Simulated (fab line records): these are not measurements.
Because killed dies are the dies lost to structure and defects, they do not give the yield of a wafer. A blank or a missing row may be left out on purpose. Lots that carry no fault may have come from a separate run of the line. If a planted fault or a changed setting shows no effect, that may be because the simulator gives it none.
Problem report, 8D (eight disciplines) form, completed by code + flow sky130 + the parts of the form that need people (team, actions taken, sign-off) are left out

== 1. THE ISSUE ==
Wafers free of any fault read -3 nm (standard deviation 6) for VIA3_OVL at SKY_VIA3_OVL_MEAS_13, against a mean of 77 nm on 8 wafers of 3 lots. Measured from the usual mean, that is +13 standard deviations.
First seen on wafer L269.2, day 45 03:35, on overlay-01. The record has a number at this step for 35 wafers belonging to 12 lots. Rule for "out", or "out of limits": more than 4 standard deviations from the usual mean. All remaining wafers that have a number are taken as sound.

== 2. WHAT IT IS, WHAT IT ISN'T ==
| question                    | is                     | is not                                               |
|-----------------------------|------------------------|------------------------------------------------------|
| which readings at this step | VIA3_OVL               | -                                                    |
| which lots                  | L269, L270, L272       | L250, L251, L255, L258, L259, L261, L263, L264, L265 |
| which wafers of those lots  | all that have a number | -                                                    |
| read on which gauges        | overlay-01             | overlay-02                                           |
| when                        | from day 45 03:35      | up to then (27 sound wafers)                         |

== 3. SUSPECTS, AND WHAT RULES EACH OUT ==
Counting: a tool at a process step up to the reading stays a suspect if it ran every lot that is out and no sound lot after the first of them.
- the gauge at SKY_VIA3_OVL_MEAS_13: kept. All the wafers that are out were read on overlay-01, and no step on other tools shows them out.
- krfScanner-01 at SKY_VIA3_EXPOSE_09 (exposes mask VIM3, target cd 200 nm): kept. It ran every lot that is out, first L269 (day 44 16:50), and no sound lot after that; its last sound lot up to then is L261 (day 42 15:04).
Remaining after the count are krfScanner-01 at SKY_VIA3_EXPOSE_09 and overlay-01 at SKY_VIA3_OVL_MEAS_13.

== 4. THE CAUSE (what the simulator had put in) ==
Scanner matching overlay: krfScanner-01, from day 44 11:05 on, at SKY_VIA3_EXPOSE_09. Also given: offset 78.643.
Counting leaves 2 suspects; this tool is one of them.

== 5. THE EFFECT CHAIN, in route order ==
Each row: a reading where the mean over the struck wafers with a number is more than 3 standard deviations away from the usual. Scope: only readings with a usual standard deviation given in the record; hours: median across lots of the time from each lot's start at the first step in this table that gives one to its start at this step; sigmas: change in usual standard deviations.
| hours | step                 | reading  | usual | on struck wafers | change | sigmas |
|-------|----------------------|----------|-------|------------------|--------|--------|
| 0     | SKY_VIA3_OVL_MEAS_13 | VIA3_OVL | -3 nm | 77               | +80    | +13    |
At these later measuring or inspecting steps, every struck wafer for which the step has a row has a number for every such reading, and none has moved that far: SKY_VIA3_THK_MEAS_23.

== 6. HOW IT WOULD HAVE BEEN CAUGHT EARLIER ==
16 hours passed between the start of the fault at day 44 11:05 and the first reading out of limits at a measuring or inspecting step in this record, taken at day 45 03:35.
L270, L272, from the lots that are out (3), started SKY_VIA3_EXPOSE_09 on krfScanner-01 later than day 45 03:35. A hold on the tool at that time would have spared those 2.
